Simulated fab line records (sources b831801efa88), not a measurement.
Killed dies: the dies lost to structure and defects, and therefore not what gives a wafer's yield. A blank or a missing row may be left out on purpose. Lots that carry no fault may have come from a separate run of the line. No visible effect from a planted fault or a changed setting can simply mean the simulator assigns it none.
Problem report, 8D (eight disciplines) form, completed by code	flow sky130	the parts of the form that need people (team, actions taken, sign-off) are left out

1. PROBLEM STATEMENT
Wafers without a fault read 2999 sccm, standard deviation 8.4; o2FlowSccm at SKY_SD_N_STRIP_11 reads a mean of 3590 sccm on 2 wafers belonging to 2 lots. That is +70 standard deviations from the usual mean.
The step: strips in O2/N2.
First seen on wafer L486.2, day 32 02:05, on plasmaAsher-02. At this step, 36 wafers from 12 lots have a number in the record. Rule for "out" (also "out of limits"): further than 4 standard deviations from the usual mean. The other wafers with a number count as sound.

2. WHAT THIS IS AND IS NOT
question	is	is not
which readings at this step	o2FlowSccm, stripTimeToEndpointS	drypumpMotorCurrentA
which lots	L486, L490	L475, L477, L478, L479, L484, L492, L494, L495, L496, L498
which wafers of those lots	L486.2, L490.6	L486.3, L486.6, L490.3, L490.5
read on which tools	plasmaAsher-02	plasmaAsher-03, plasmaAsher-04
when	from day 32 02:05	up to then (17 sound wafers); but 17 sound wafers of L490, L492, L494, L495, L496, L498 came after

3. WHAT RULES OUT EACH SUSPECT
Counting: any tool at a process step up to the reading remains a suspect provided it ran every lot that is out. Sound lots after the first of them don't rule it out here, since some wafers of a struck lot are sound.
- plasmaAsher-01 at SKY_SD_P_STRIP_10 (strips in O2/N2): kept. It ran every lot that is out, first L486 (day 29 18:28); its last sound lot up to then is L484 (day 28 23:33).
- plasmaAsher-02 at SKY_SD_N_STRIP_11 (strips in O2/N2): kept. It ran every lot that is out, first L486 (day 32 02:05); its last sound lot up to then is L484 (day 31 07:52). Its own o2FlowSccm, stripTimeToEndpointS readings are out on those wafers.
- At SKY_SD_P_STRIP_10 on plasmaAsher-01, chamber 0 took the sound wafers of the same lots and chamber 1 took the wafers that are out.
- At SKY_SD_N_STRIP_11 on plasmaAsher-02, chamber 0 took the sound wafers of the same lots and chamber 1 took the wafers that are out.
Left after counting: plasmaAsher-01 at SKY_SD_P_STRIP_10, plasmaAsher-02 at SKY_SD_N_STRIP_11.

4. THE CAUSE (what the simulator had put in)
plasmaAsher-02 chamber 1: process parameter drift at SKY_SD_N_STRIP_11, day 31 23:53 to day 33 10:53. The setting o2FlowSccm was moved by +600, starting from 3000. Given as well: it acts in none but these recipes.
Counting leaves 2 suspects; this tool is one of them.

5. THE EFFECT CHAIN, in route order
One row per reading whose mean, taken over the struck wafers that have a number, lies over 3 standard deviations from the usual. Only readings whose record carries a usual standard deviation are examined. hours: median over the lots of the time between each lot's start at the first step of this table that gives one and its start at this step. sigmas: the change, counted in usual standard deviations.
hours	step	reading	usual	on struck wafers	change	sigmas
0	SKY_SD_N_STRIP_11	o2FlowSccm	2999 sccm	3590	+591	+70
0	SKY_SD_N_STRIP_11	stripTimeToEndpointS	22.55 s	22.27	-0.28	-6.7
Here are the process steps it includes:
- SKY_SD_N_STRIP_11: strips in O2/N2.
Later measuring or inspecting steps at which every struck wafer that the step has a row for has a number for every such reading, and none has moved that far: SKY_LI_CONTACT_OVL_MEAS_13.

6. WHAT WOULD HAVE CAUGHT IT SOONER
2 hours passed between the start of the fault at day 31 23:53 and the first reading out of limits in this record, taken at day 32 02:05.
